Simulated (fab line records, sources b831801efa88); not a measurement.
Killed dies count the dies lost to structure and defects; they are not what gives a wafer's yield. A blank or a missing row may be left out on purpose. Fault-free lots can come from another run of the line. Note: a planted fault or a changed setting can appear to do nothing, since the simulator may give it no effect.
fab line records ; flow sky130
record lots=5; wafers=15; last-day=50
route steps=708 shown PWDE@55 NWELL@56 VT_ADJUST_HVTP@85 PAD_OPEN@708
lots with no fault: from the same line, run without faults
start-h: hours from the record's first day to the start of the lot's first wafer shown ; wait-h: hours since the lot's step before ; " repeats the value in the row above ; L1.1+2: a single row standing in for several wafers ; - value missing, or start not given ; * or withheld: withheld ; < > ~ a bound
route shown NAME@n: names a module that has steps shown in the file, with the first one's number in the route ; usual: average and standard deviation across the fault-free wafers ; same: alike in all rows ; chamber/n: place in a boat ; sites: the reading at each site ; _std_site: the values' standard deviation ; _edge_site: outer sites' mean less inner sites' ; radius-mm: how far each site lies from the wafer's centre ; mask NAME#n: copy n ; behind: tool/chamber where the wafer was last shaped ; hold: reason for holding the lot/hours on hold/outcome of the hold ; device: transistor that didn't switch, given as n, p or np ; end of line: tests run on the same wafers once the route is complete ; for a step that has no rows: nothing shown but its recipe ; killed: count of dies lost to structure and defects at first sort (not the wafer's yield) ; map: dies across one wafer; x = killed, . = not, _ = none there
set.NAME: setting as actually run; set.NAME@STEP: the setting as run at that earlier step ; model.NAME: the simulator's own value behind a step, which no gauge read
a table for each step, a row for each wafer; lots at some steps of the route
services: a tool's chamber out of use, with start hour (start-h, from the record's first day; less than 0 if before it), hours out, and reason
## steps
# step SKY_PWDE_TW_MEAS_10
# usual PWDE_TW=371.2/2
lot.wafer;tool;chamber;start-h;wait-h;PWDE_TW
L658.2;film-metro-04;-;78.08;0.1;374.0
L658.5;film-metro-04;-;78.08;0.1;376.4
L658.6;film-metro-04;-;78.08;0.1;374.5
L659.1;film-metro-04;-;81.52;0.1;374.8
L659.5;film-metro-04;-;81.52;0.1;371.7
L659.6;film-metro-04;-;81.52;0.1;373.0
L672.2;film-metro-01;-;149.43;0.1;371.9
L672.3;film-metro-01;-;149.43;0.1;372.0
L672.5;film-metro-01;-;149.43;0.1;371.8
L678.1;film-metro-01;-;191.87;0.1;371.5
L678.2;film-metro-01;-;191.87;0.1;373.8
L678.6;film-metro-01;-;191.87;0.1;373.6
L679.1;film-metro-03;-;197.73;0.1;369.1
L679.5;film-metro-03;-;197.73;0.1;370.1
L679.6;film-metro-03;-;197.73;0.1;369.3
# step SKY_NWELL_DEHYDRATE_03
# recipe temp-c=200; time-s=60
# step SKY_NWELL_HMDS_04
# recipe prime-time-s=60; prime-temp-c=120
# step SKY_NWELL_COAT_05
# recipe spin-rpm=2000; resist-thk-nm=3000
# step SKY_NWELL_SOFTBAKE_06
# recipe temp-c=110; time-s=withheld
# step SKY_NWELL_EXPOSE_07
# recipe mask-id=NWM; na=0.6; source-shape=conventional; sigma-outer=0.6; polarization=unpolarized; target-cd-nm=840; dose-mj=255
# step SKY_NWELL_PEB_08
# recipe temp-c=115; time-s=withheld
# step SKY_NWELL_DEVELOP_09
# recipe wall-angle-deg=90; developer=TMAH; develop-time-s=60; dev-temp-c=23
# step SKY_NWELL_OVL_MEAS_10
# usual NWELL_00_OVL=-0.9/1.5
lot.wafer;tool;chamber;start-h;wait-h;NWELL_00_OVL[nm]
L658.2;overlay-01;-;95.47;-;0.6
L658.5;overlay-01;-;95.47;-;0.2
L658.6;overlay-01;-;95.47;-;0.8
L659.1;overlay-01;-;99.02;-;-0.4
L659.5;overlay-01;-;99.02;-;-0.1
L659.6;overlay-01;-;99.02;-;-0.3
L672.2;overlay-01;-;168.27;-;0.9
L672.3;overlay-01;-;168.27;-;1.7
L672.5;overlay-01;-;168.27;-;2.0
L678.1;overlay-01;-;213.34;-;-2.5
L678.2;overlay-01;-;213.34;-;-0.5
L678.6;overlay-01;-;213.34;-;-0.7
L679.1;overlay-01;-;218.94;-;0.3
L679.5;overlay-01;-;218.94;-;-1.2
L679.6;overlay-01;-;218.94;-;-1.2
# step SKY_NWELL_IMPLANT_11
# recipe species=P; energy-kev=400; dose-cm2=1.9e+13; tilt-deg=withheld
# step SKY_NWELL_IMPLANT_12
# recipe species=P; energy-kev=120; dose-cm2=1.3e+12; tilt-deg=withheld
# step SKY_NWELL_IMPLANT_13
# recipe species=P; energy-kev=50; dose-cm2=7e+11; tilt-deg=withheld
# step SKY_NWELL_STRIP_14
# recipe chemistry=O2/N2; power-w=1400; pressure-mtorr=1500; platen-temp-c=withheld; o2-flow-sccm=3000; n2-flow-sccm=300; overash-fraction=0.5
# usual drypump-motor-current-A=5.8/0.45; oes-product-au=0.723/0.0049; strip-time-to-endpoint-s=36.95/0.096
lot.wafer;tool;chamber;start-h;wait-h;drypump-motor-current-A;oes-product-au;rf-hours-counter-h;strip-time-to-endpoint-s
L658.2;plasma-asher-03;1;95.95;0.1;5.7;0.729;43;37.03
L658.5;plasma-asher-03;0;95.95;0.1;5.3;0.721;-;36.99
L658.6;plasma-asher-03;1;95.95;0.1;5.8;0.725;-;37.02
L659.1;plasma-asher-01;1;99.50;0.1;6.6;0.719;43;36.93
L659.5;plasma-asher-01;0;99.50;0.1;5.7;0.724;-;36.86
L659.6;plasma-asher-01;1;99.50;0.1;6.6;0.735;-;36.83
L672.2;plasma-asher-03;1;168.75;0.1;5.7;0.723;53;36.90
L672.3;plasma-asher-03;1;168.75;0.1;5.7;0.719;-;36.93
L672.5;plasma-asher-03;1;168.75;0.1;5.8;0.723;-;37.04
L678.1;plasma-asher-02;1;213.82;0.1;5.6;0.721;5;36.97
L678.2;plasma-asher-02;0;213.82;0.1;5.3;0.729;5;36.88
L678.6;plasma-asher-02;1;213.82;0.1;5.6;0.721;-;36.79
L679.1;plasma-asher-02;0;219.42;0.1;5.3;0.715;6;37.03
L679.5;plasma-asher-02;1;219.42;0.1;5.6;0.724;-;36.99
L679.6;plasma-asher-02;0;219.42;0.1;5.3;0.722;-;37.06
# step SKY_NWELL_TW_MEAS_15
# usual NWELL_TW=1815/9
lot.wafer;tool;chamber;start-h;wait-h;NWELL_TW
L658.2;film-metro-03;-;96.08;0.1;1822
L658.5;film-metro-03;-;96.08;0.1;1832
L658.6;film-metro-03;-;96.08;0.1;1826
L659.1;film-metro-04;-;99.60;0.1;1819
L659.5;film-metro-04;-;99.60;0.1;1804
L659.6;film-metro-04;-;99.60;0.1;1806
L672.2;film-metro-04;-;168.86;0.1;1818
L672.3;film-metro-04;-;168.86;0.1;1815
L672.5;film-metro-04;-;168.86;0.1;1828
L678.1;film-metro-04;-;213.92;0.1;1809
L678.2;film-metro-04;-;213.92;0.1;1793
L678.6;film-metro-04;-;213.92;0.1;1802
L679.1;film-metro-04;-;219.52;0.1;1811
L679.5;film-metro-04;-;219.52;0.1;1820
L679.6;film-metro-04;-;219.52;0.1;1818
# step SKY_NWELL_DEHYDRATE_16
# recipe temp-c=200; time-s=60
# step SKY_NWELL_HMDS_17
# recipe prime-time-s=60; prime-temp-c=120
# step SKY_NWELL_COAT_18
# recipe spin-rpm=2000; resist-thk-nm=3000
# step SKY_NWELL_SOFTBAKE_19
# recipe temp-c=110; time-s=withheld
# step SKY_NWELL_EXPOSE_20
# recipe mask-id=NWM_COMPLEMENT; na=0.6; source-shape=conventional; sigma-outer=0.6; polarization=unpolarized; target-cd-nm=840; dose-mj=260
# step SKY_NWELL_PEB_21
# recipe temp-c=115; time-s=withheld
# step SKY_NWELL_DEVELOP_22
# recipe wall-angle-deg=90; developer=TMAH; develop-time-s=60; dev-temp-c=23
# step SKY_NWELL_OVL_MEAS_23
# usual NWELL_01_OVL=0.0/1.3
lot.wafer;tool;chamber;start-h;wait-h;NWELL_01_OVL[nm]
L658.2;overlay-02;-;113.49;-;-0.9
L658.5;overlay-02;-;113.49;-;-0.8
L658.6;overlay-02;-;113.49;-;-0.7
L659.1;overlay-02;-;117.24;-;-0.3
L659.5;overlay-02;-;117.24;-;-1.9
L659.6;overlay-02;-;117.24;-;-2.9
L672.2;overlay-02;-;189.59;-;0.9
L672.3;overlay-02;-;189.59;-;1.7
L672.5;overlay-02;-;189.59;-;-0.5
L678.1;overlay-01;-;236.27;-;2.0
L678.2;overlay-01;-;236.27;-;2.6
L678.6;overlay-01;-;236.27;-;1.6
L679.1;overlay-02;-;242.93;-;-2.7
L679.5;overlay-02;-;242.93;-;-2.2
L679.6;overlay-02;-;242.93;-;-1.2
# step SKY_NWELL_IMPLANT_24
# recipe species=B; energy-kev=140; dose-cm2=9.2e+12; tilt-deg=withheld
# step SKY_NWELL_STRIP_25
# recipe chemistry=O2/N2; power-w=1400; pressure-mtorr=1500; platen-temp-c=withheld; o2-flow-sccm=3000; n2-flow-sccm=300; overash-fraction=0.5
# usual drypump-motor-current-A=5.7/0.42; oes-product-au=0.722/0.0049; strip-time-to-endpoint-s=36.96/0.096
lot.wafer;tool;chamber;start-h;wait-h;drypump-motor-current-A;oes-product-au;rf-hours-counter-h;strip-time-to-endpoint-s
L658.2;plasma-asher-03;1;113.67;0.1;5.8;0.730;46;37.09
L658.5;plasma-asher-03;1;113.67;0.1;5.8;0.719;-;36.89
L658.6;plasma-asher-03;0;113.67;0.1;5.3;0.728;-;36.89
L659.1;plasma-asher-03;0;117.42;0.1;5.3;0.708;46;37.03
L659.5;plasma-asher-03;0;117.42;0.1;5.3;0.716;-;36.93
L659.6;plasma-asher-03;1;117.42;0.1;5.8;0.727;-;36.98
L672.2;plasma-asher-02;1;189.77;0.1;5.6;0.722;3;36.86
L672.3;plasma-asher-02;1;189.77;0.1;5.6;0.717;-;36.99
L672.5;plasma-asher-02;0;189.77;0.1;5.3;0.722;-;37.06
L678.1;plasma-asher-01;0;236.45;0.1;5.7;0.714;59;37.02
L678.2;plasma-asher-01;1;236.45;0.1;6.6;0.719;59;37.09
L678.6;plasma-asher-01;0;236.45;0.1;5.7;0.725;-;37.04
L679.1;plasma-asher-02;1;243.12;0.1;5.6;0.727;8;36.87
L679.5;plasma-asher-02;1;243.12;0.1;5.6;0.731;-;36.93
L679.6;plasma-asher-02;0;243.12;0.1;5.3;0.728;-;36.90
# step SKY_NWELL_TW_MEAS_26
# usual NWELL_2_TW=495.4/2.2
lot.wafer;tool;chamber;start-h;wait-h;NWELL_2_TW
L658.2;film-metro-04;-;113.78;0.1;493.2
L658.5;film-metro-04;-;113.78;0.1;495.6
L658.6;film-metro-04;-;113.78;0.1;489.2
L659.1;film-metro-04;-;117.52;0.1;492.6
L659.5;film-metro-04;-;117.52;0.1;491.6
L659.6;film-metro-04;-;117.52;0.1;492.1
L672.2;film-metro-04;-;189.88;0.1;495.4
L672.3;film-metro-04;-;189.88;0.1;498.9
L672.5;film-metro-04;-;189.88;0.1;496.6
L678.1;film-metro-03;-;236.55;0.1;497.1
L678.2;film-metro-03;-;236.55;0.1;492.2
L678.6;film-metro-03;-;236.55;0.1;494.6
L679.1;film-metro-03;-;243.22;0.1;494.3
L679.5;film-metro-03;-;243.22;0.1;496.4
L679.6;film-metro-03;-;243.22;0.1;494.9
# step SKY_NWELL_CLEAN_27
# recipe chemistry=SC1/SC2; mix=1:4:20; temp-c=70; time-s=150; dry=n2-spin
# step SKY_NWELL_RTA_28
# recipe temp-c=1050; time-s=30; idle-temp-c=650; ramp-up-c-per-s=150; ramp-down-c-per-s=90; ambient=N2
# usual chamber-o2-ppm=2.003/0.02; lamp-power-pct=25.31/0.054; wafer_temp_C_max=1054.9/0.99
lot.wafer;tool;chamber;start-h;wait-h;chamber-o2-ppm;lamp-power-pct;wafer_temp_C_max
L658.2;rtp-anneal-01;0;113.90;0.0;1.981;25.28;1056.1
L658.5;rtp-anneal-01;0;113.90;0.0;1.982;25.26;1056.7
L658.6;rtp-anneal-01;0;113.90;0.0;1.973;25.32;1053.0
L659.1;rtp-anneal-01;0;117.63;0.0;1.994;25.30;1055.3
L659.5;rtp-anneal-01;0;117.63;0.0;2.006;25.30;1055.6
L659.6;rtp-anneal-01;0;117.63;0.0;1.989;25.32;1054.4
L672.2;rtp-anneal-02;0;190.00;0.0;2.011;25.26;1054.7
L672.3;rtp-anneal-02;0;190.00;0.0;1.980;25.29;1056.2
L672.5;rtp-anneal-02;0;190.00;0.0;1.981;25.33;1053.3
L678.1;rtp-anneal-02;0;236.67;0.0;1.992;25.34;1055.7
L678.2;rtp-anneal-02;0;236.67;0.0;2.002;25.30;1055.9
L678.6;rtp-anneal-02;0;236.67;0.0;1.999;25.26;1054.9
L679.1;rtp-anneal-02;0;243.33;0.0;2.018;25.39;1055.5
L679.5;rtp-anneal-02;0;243.33;0.0;1.993;25.16;1056.4
L679.6;rtp-anneal-02;0;243.33;0.0;2.022;25.32;1055.0
# step SKY_NWELL_RS_MEAS_29
# recipe thk-meas-gauge=four-point-probe
# usual NWELL_RS=625.2/1.4
lot.wafer;tool;chamber;start-h;wait-h;NWELL_RS[ohm/sq]
L658.2;film-metro-04;-;114.00;0.1;625.2
L658.5;film-metro-04;-;114.00;0.1;622.9
L658.6;film-metro-04;-;114.00;0.1;624.2
L659.1;film-metro-01;-;117.73;0.1;623.9
L659.5;film-metro-01;-;117.73;0.1;625.3
L659.6;film-metro-01;-;117.73;0.1;625.1
L672.2;film-metro-01;-;190.10;0.1;624.3
L672.3;film-metro-01;-;190.10;0.1;623.0
L672.5;film-metro-01;-;190.10;0.1;624.0
L678.1;film-metro-04;-;236.77;0.1;625.4
L678.2;film-metro-04;-;236.77;0.1;625.5
L678.6;film-metro-04;-;236.77;0.1;624.8
L679.1;film-metro-03;-;243.43;0.1;625.1
L679.5;film-metro-03;-;243.43;0.1;623.7
L679.6;film-metro-03;-;243.43;0.1;627.7
# step SKY_NWELL_RS_MEAS_31
# recipe thk-meas-gauge=four-point-probe
# usual PWDE_RS=5368/22
lot.wafer;tool;chamber;start-h;wait-h;PWDE_RS[ohm/sq]
L658.2;film-metro-04;-;114.24;0.1;5321
L658.5;film-metro-04;-;114.24;0.1;5346
L658.6;film-metro-04;-;114.24;0.1;5320
L659.1;film-metro-01;-;117.97;0.1;5351
L659.5;film-metro-01;-;117.97;0.1;5349
L659.6;film-metro-01;-;117.97;0.1;5356
L672.2;film-metro-01;-;190.34;0.1;5357
L672.3;film-metro-01;-;190.34;0.1;5374
L672.5;film-metro-01;-;190.34;0.1;5360
L678.1;film-metro-04;-;237.01;0.1;5376
L678.2;film-metro-04;-;237.01;0.1;5364
L678.6;film-metro-04;-;237.01;0.1;5368
L679.1;film-metro-03;-;243.67;0.1;5372
L679.5;film-metro-03;-;243.67;0.1;5357
L679.6;film-metro-03;-;243.67;0.1;5345
# step SKY_VT_ADJUST_HVTP_DEHYDRATE_00
# recipe temp-c=200; time-s=60
# step SKY_VT_ADJUST_HVTP_HMDS_01
# recipe prime-time-s=60; prime-temp-c=120
# step SKY_VT_ADJUST_HVTP_COAT_02
# recipe resist=NOVOLAK; spin-rpm=3000; resist-thk-nm=1140
# step SKY_VT_ADJUST_HVTP_SOFTBAKE_03
# recipe temp-c=90; time-s=60; resist=NOVOLAK
# step SKY_VT_ADJUST_HVTP_EXPOSE_04
# recipe mask-id=HVTPM; na=0.6; source-shape=conventional; sigma-outer=0.6; polarization=unpolarized; target-cd-nm=380; dose-mj=142.5
# step SKY_VT_ADJUST_HVTP_PEB_05
# recipe temp-c=withheld; time-s=*; resist=NOVOLAK
# step SKY_VT_ADJUST_HVTP_DEVELOP_06
# recipe resist=NOVOLAK; developer=TMAH; develop-time-s=60; dev-temp-c=23
# step SKY_VT_ADJUST_HVTP_CD_MEAS_07
# recipe target-cd-nm=380
# usual cd-nm=379.4/2.4
lot.wafer;tool;chamber;start-h;wait-h;cd-nm
L658.2;cd-sem-01;-;131.89;0.1;377.1
L658.5;cd-sem-01;-;131.89;0.1;378.3
L658.6;cd-sem-01;-;131.89;0.1;378.8
L659.1;cd-sem-01;-;135.64;0.1;382.1
L659.5;cd-sem-01;-;135.64;0.1;379.4
L659.6;cd-sem-01;-;135.64;0.1;379.8
L672.2;cd-sem-02;-;212.39;0.1;377.4
L672.3;cd-sem-02;-;212.39;0.1;377.6
L672.5;cd-sem-02;-;212.39;0.1;378.6
L678.1;cd-sem-02;-;260.39;0.1;381.8
L678.2;cd-sem-02;-;260.39;0.1;380.7
L678.6;cd-sem-02;-;260.39;0.1;378.1
L679.1;cd-sem-02;-;266.88;0.1;377.7
L679.5;cd-sem-02;-;266.88;0.1;379.1
L679.6;cd-sem-02;-;266.88;0.1;375.0
# step SKY_VT_ADJUST_HVTP_OVL_MEAS_08
# usual VT_ADJUST_HVTP_OVL=0.0/1.3
lot.wafer;tool;chamber;start-h;wait-h;VT_ADJUST_HVTP_OVL[nm]
L658.2;overlay-01;-;131.99;0.1;-0.4
L658.5;overlay-01;-;131.99;0.1;-0.8
L658.6;overlay-01;-;131.99;0.1;0.0
L659.1;overlay-01;-;135.76;0.1;0.9
L659.5;overlay-01;-;135.76;0.1;1.2
L659.6;overlay-01;-;135.76;0.1;1.8
L672.2;overlay-01;-;212.49;0.1;-0.9
L672.3;overlay-01;-;212.49;0.1;0.6
L672.5;overlay-01;-;212.49;0.1;-0.9
L678.1;overlay-01;-;260.51;0.1;0.1
L678.2;overlay-01;-;260.51;0.1;0.2
L678.6;overlay-01;-;260.51;0.1;-1.7
L679.1;overlay-01;-;267.00;0.1;0.8
L679.5;overlay-01;-;267.00;0.1;1.6
L679.6;overlay-01;-;267.00;0.1;1.1
# step SKY_VT_ADJUST_HVTP_IMPLANT_09
# recipe species=As; energy-kev=150; dose-cm2=4.3e+12; tilt-deg=withheld
# step SKY_VT_ADJUST_HVTP_STRIP_10
# recipe chemistry=O2/N2; power-w=1400; pressure-mtorr=1500; platen-temp-c=withheld; o2-flow-sccm=3000; n2-flow-sccm=300; overash-fraction=0.5
# usual drypump-motor-current-A=6.0/0.42; oes-product-au=0.715/0.0047; strip-time-to-endpoint-s=14.19/0.046
lot.wafer;tool;chamber;start-h;wait-h;drypump-motor-current-A;oes-product-au;rf-hours-counter-h;strip-time-to-endpoint-s
L658.2;plasma-asher-01;0;132.17;0.1;5.7;0.709;48;14.16
L658.5;plasma-asher-01;1;132.17;0.1;6.6;0.712;-;14.19
L658.6;plasma-asher-01;0;132.17;0.1;5.8;0.716;-;14.14
L659.1;plasma-asher-01;0;135.94;0.1;5.7;0.710;48;14.19
L659.5;plasma-asher-01;1;135.94;0.1;6.5;0.712;-;14.15
L659.6;plasma-asher-01;0;135.94;0.1;5.7;0.715;-;14.15
L672.2;plasma-asher-01;0;212.67;0.1;5.7;0.716;57;14.21
L672.3;plasma-asher-01;1;212.67;0.1;6.5;0.714;-;14.21
L672.5;plasma-asher-01;1;212.67;0.1;6.6;0.713;-;14.22
L678.1;plasma-asher-01;1;260.70;0.1;6.6;0.713;61;14.18
L678.2;plasma-asher-01;0;260.70;0.1;5.7;0.718;61;14.25
L678.6;plasma-asher-01;1;260.70;0.1;6.6;0.711;-;14.22
L679.1;plasma-asher-04;1;267.19;0.1;6.1;0.711;45;14.16
L679.5;plasma-asher-04;0;267.19;0.1;5.8;0.710;-;14.14
L679.6;plasma-asher-04;1;267.19;0.1;6.1;0.721;-;14.12
# step SKY_VT_ADJUST_HVTP_TW_MEAS_11
# usual VT_ADJUST_HVTP_TW=1353/6.5
lot.wafer;tool;chamber;start-h;wait-h;VT_ADJUST_HVTP_TW
L658.2;film-metro-03;-;132.28;0.1;1364
L658.5;film-metro-03;-;132.28;0.1;1357
L658.6;film-metro-03;-;132.28;0.1;1366
L659.1;film-metro-01;-;136.04;0.1;1344
L659.5;film-metro-01;-;136.04;0.1;1342
L659.6;film-metro-01;-;136.04;0.1;1358
L672.2;film-metro-03;-;212.78;0.1;1349
L672.3;film-metro-03;-;212.78;0.1;1343
L672.5;film-metro-03;-;212.78;0.1;1352
L678.1;film-metro-02;-;260.80;0.1;1352
L678.2;film-metro-02;-;260.80;0.1;1346
L678.6;film-metro-02;-;260.80;0.1;1356
L679.1;film-metro-02;-;267.29;0.1;1357
L679.5;film-metro-02;-;267.29;0.1;1355
L679.6;film-metro-02;-;267.29;0.1;1355
# step SKY_PAD_OPEN_PROBE_99
# usual killed_at_M0_to_M3=43/6.9; killed_at_M4_up=3.1/1.9; killed-at-contacts=24/5.4; killed-at-front-end=14/4.3; killed-at-other=0.3/0.53; killed-dies=84/9.5; killed-open=46/6.8; killed-short=38/6
# same gross-dies=492; killed-at-back-side=0
lot.wafer;tool;chamber;start-h;wait-h;killed_at_M0_to_M3;killed_at_M4_up;killed-at-contacts;killed-at-front-end;killed-at-other;killed-dies;killed-open;killed-short
L658.2;prober-01;-;1081.95;0.1;65;3;34;11;0;113;62;48
L658.5;prober-01;-;1082.10;0.2;52;5;18;20;0;95;56;39
L658.6;prober-01;-;1082.15;0.2;47;4;28;20;0;99;53;46
L659.1;prober-02;-;1086.17;0.1;39;5;28;15;0;87;49;38
L659.5;prober-02;-;1086.37;0.2;41;4;18;11;1;75;44;31
L659.6;prober-02;-;1086.42;0.2;55;4;16;11;0;86;47;38
L672.2;prober-02;-;1172.51;0.1;36;3;13;48;0;100;29;33
L672.3;prober-02;-;1172.56;0.2;31;2;24;43;1;101;41;24
L672.5;prober-02;-;1172.66;0.2;42;4;30;60;0;136;51;48
L678.1;prober-02;-;1195.74;0.1;43;5;14;15;0;77;44;33
L678.2;prober-02;-;1195.79;0.1;49;6;13;15;0;83;35;48
L678.6;prober-02;-;1195.99;0.2;40;4;20;10;0;74;35;39
L679.1;prober-02;-;1206.65;0.1;45;4;23;21;1;94;49;45
L679.5;prober-02;-;1206.85;0.2;35;1;25;19;1;81;40;41
L679.6;prober-02;-;1206.90;0.2;45;0;24;17;0;86;52;34
# killed by level:class
L658.2 VIA1:geometric-particle:open=21 CONTACT:geometric-particle:open=14 VIA1:geometric-particle:short=11 LI_CONTACT:geometric-particle:open=9 METAL1:geometric-particle:short=8 VIA2:geometric-particle:open=6 METAL2:geometric-particle:short=5 POLY_GATE:geometric-particle:open=4
L658.5 VIA1:geometric-particle:open=14 VIA3:geometric-particle:open=10 CONTACT:geometric-particle:open=8 VIA1:geometric-particle:short=6 POLY_GATE:geometric-particle:short=6 POLY_GATE:geometric-particle:open=5 FIELD_ISO:geometric-particle:open=4 METAL3:geometric-particle:short=4
L658.6 VIA1:geometric-particle:open=13 CONTACT:geometric-particle:open=11 POLY_GATE:geometric-particle:open=8 METAL1:geometric-particle:short=7 METAL2:geometric-particle:short=7 LI_CONTACT:geometric-particle:open=6 LOCAL_INTERCONNECT:geometric-particle:short=5 CONTACT:geometric-particle:short=5
L659.1 VIA1:geometric-particle:open=12 LI_CONTACT:geometric-particle:open=9 CONTACT:geometric-particle:open=6 VIA3:geometric-particle:open=6 FIELD_ISO:geometric-particle:open=5 LOCAL_INTERCONNECT:geometric-particle:short=5 CONTACT:geometric-particle:short=5 METAL1:geometric-particle:short=5
L659.5 VIA1:geometric-particle:open=9 VIA2:geometric-particle:open=8 VIA3:geometric-particle:open=8 LI_CONTACT:geometric-particle:open=6 CONTACT:geometric-particle:open=5 FIELD_ISO:geometric-particle:short=3 FIELD_ISO:geometric-particle:open=3 POLY_GATE:geometric-particle:short=3
L659.6 VIA1:geometric-particle:open=9 VIA2:geometric-particle:open=9 VIA3:geometric-particle:open=8 VIA3:geometric-particle:short=8 LI_CONTACT:geometric-particle:open=6 METAL1:geometric-particle:short=5 METAL2:geometric-particle:short=5 CONTACT:geometric-particle:open=4
L672.2 NWELL:unspecified=38 VIA1:geometric-particle:short=9 VIA3:geometric-particle:open=7 VIA1:geometric-particle:open=5 LI_CONTACT:geometric-particle:short=5 FIELD_ISO:geometric-particle:short=4 METAL2:geometric-particle:short=4 CONTACT:geometric-particle:open=4
L672.3 NWELL:unspecified=36 VIA1:geometric-particle:open=11 LI_CONTACT:geometric-particle:open=8 CONTACT:geometric-particle:open=6 VIA2:geometric-particle:open=6 LOCAL_INTERCONNECT:geometric-particle:short=4 METAL1:geometric-particle:short=4 VIA3:geometric-particle:open=3
L672.5 NWELL:unspecified=37 VIA1:geometric-particle:open=14 CONTACT:geometric-particle:open=11 FIELD_ISO:geometric-particle:short=10 FIELD_ISO:geometric-particle:open=7 VIA1:geometric-particle:short=7 CONTACT:geometric-particle:short=7 LI_CONTACT:geometric-particle:open=5
L678.1 VIA1:geometric-particle:open=11 VIA3:geometric-particle:open=8 FIELD_ISO:geometric-particle:short=7 CONTACT:geometric-particle:open=7 VIA1:geometric-particle:short=5 METAL1:geometric-particle:short=5 METAL4:geometric-particle:short=5 POLY_GATE:geometric-particle:open=4
L678.2 VIA3:geometric-particle:open=10 METAL2:geometric-particle:short=8 METAL1:geometric-particle:short=7 VIA1:geometric-particle:open=7 CONTACT:geometric-particle:short=5 FIELD_ISO:geometric-particle:short=4 VIA1:geometric-particle:short=4 VIA2:geometric-particle:short=4
L678.6 VIA1:geometric-particle:open=9 CONTACT:geometric-particle:open=8 VIA1:geometric-particle:short=8 VIA2:geometric-particle:open=5 VIA3:geometric-particle:open=4 CONTACT:geometric-particle:short=4 METAL1:geometric-particle:short=4 METAL2:geometric-particle:short=4
L679.1 VIA1:geometric-particle:open=12 VIA3:geometric-particle:open=8 CONTACT:geometric-particle:open=7 FIELD_ISO:geometric-particle:short=6 POLY_GATE:geometric-particle:short=6 LI_CONTACT:geometric-particle:open=6 METAL2:geometric-particle:short=6 VIA1:geometric-particle:short=5
L679.5 CONTACT:geometric-particle:open=8 VIA1:geometric-particle:short=7 FIELD_ISO:geometric-particle:open=6 LOCAL_INTERCONNECT:geometric-particle:short=5 VIA2:geometric-particle:open=5 FIELD_ISO:geometric-particle:short=4 POLY_GATE:geometric-particle:open=4 LI_CONTACT:geometric-particle:open=4
L679.6 LOCAL_INTERCONNECT:geometric-particle:short=9 VIA3:geometric-particle:open=8 POLY_GATE:geometric-particle:open=7 CONTACT:geometric-particle:open=7 VIA1:geometric-particle:open=7 VIA3:geometric-particle:short=7 FIELD_ISO:geometric-particle:open=5 LI_CONTACT:geometric-particle:open=5
# map L672.5 (x killed, . not)
__________.xxx..xx.._________
________xxxxxx.x..x..._______
______x.xxxxxx.x...x...x_____
_____.xxxxxxxxxxx......x.____
____.xxx.xxxxxxx...x....x.___
___x.x...xxx.....x.....x...__
__.x..x..x.x...x.....x.x...._
_......x...x....x...x...xx..x
_....x.xx..x.....x.x.xx.....x
_....x......x.....xx..x......
_.x.x.....x..........x...x...
_x............x.x..xx......x.
_x..x.....xx..x.....xxx...x..
_......x...x...........x....x
_x.x......x..................
__..........x....x....xxx..._
___...xx...x.x.x...x.......__
____xx...........x....x.x.___
_____.......xx.xx........____
______...xx....x.xx....._____
________............x._______
__________.x........_________
# map L658.2 (x killed, . not)
__________........x._________
________x..x...x.x...._______
______x..x.x......x...x._____
_____........x...x..x..x.____
____.....x...x...x....x...___
___...x....x........xxx....__
__.........x...x....x.x...x._
_..x........x...x..x.......x.
_.x..x...x...x.....xx.xx.....
_...xx............x.........x
_.x..x.xx.............x.x.x..
_x..x..x....x...xx...xx...x..
_......xxx...x....x..x.xxx...
_........x.x....x..x..x.x....
_......xx..x.............x.x.
__xx..x....xx.....xx.....x.x_
___.............x..x...x...__
____x.........x.x....x.x..___
_____x.x.x........x.x..x.____
______.x....x..........x_____
________.x...x.......x_______
__________....x..x.x_________
## services
tool;chamber;start-h;hours;kind
plasma-asher-02;-;75.86;73.9;repair
plasma-asher-01;-;80.70;6.3;repair
plasma-asher-04;-;123.31;2.0;repair
plasma-asher-04;-;129.92;0.5;repair
plasma-asher-02;-;149.79;9.0;pm
plasma-asher-02;0;149.79;9.0;vent-cycle
plasma-asher-02;1;149.79;9.0;vent-cycle
plasma-asher-02;0;158.79;-;clean
plasma-asher-02;1;158.79;-;clean
plasma-asher-01;-;221.07;2.8;pm
## key
first-sign step=SKY_PAD_OPEN_PROBE_99; reading=killed-at-front-end; direction=up; sigmas=8.5; usual=14; struck=50
effect step=SKY_PAD_OPEN_PROBE_99; reading=killed-dies; direction=up; sigmas=3; usual=84; struck=112
met-at SKY_NWELL_STRIP_14
struck-wafers L672.2,L672.3,L672.5
tester-left-out L672
onset-between 95.95 168.75
fault kind=chamber-particle-source; tool=plasma-asher-03; chamber=1; onset-h=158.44; steps=SKY_NWELL_STRIP_14; rate-per-visit-cm2=0.44068; end-h=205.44
# tester-left-out: of these lots the tester's yield and bins aren't shown, on N5 and GAA mostly nor the transistor test; their killed dies are dies lost to structure and defects alone, not to doping, threshold or leakage, so they don't give the yield
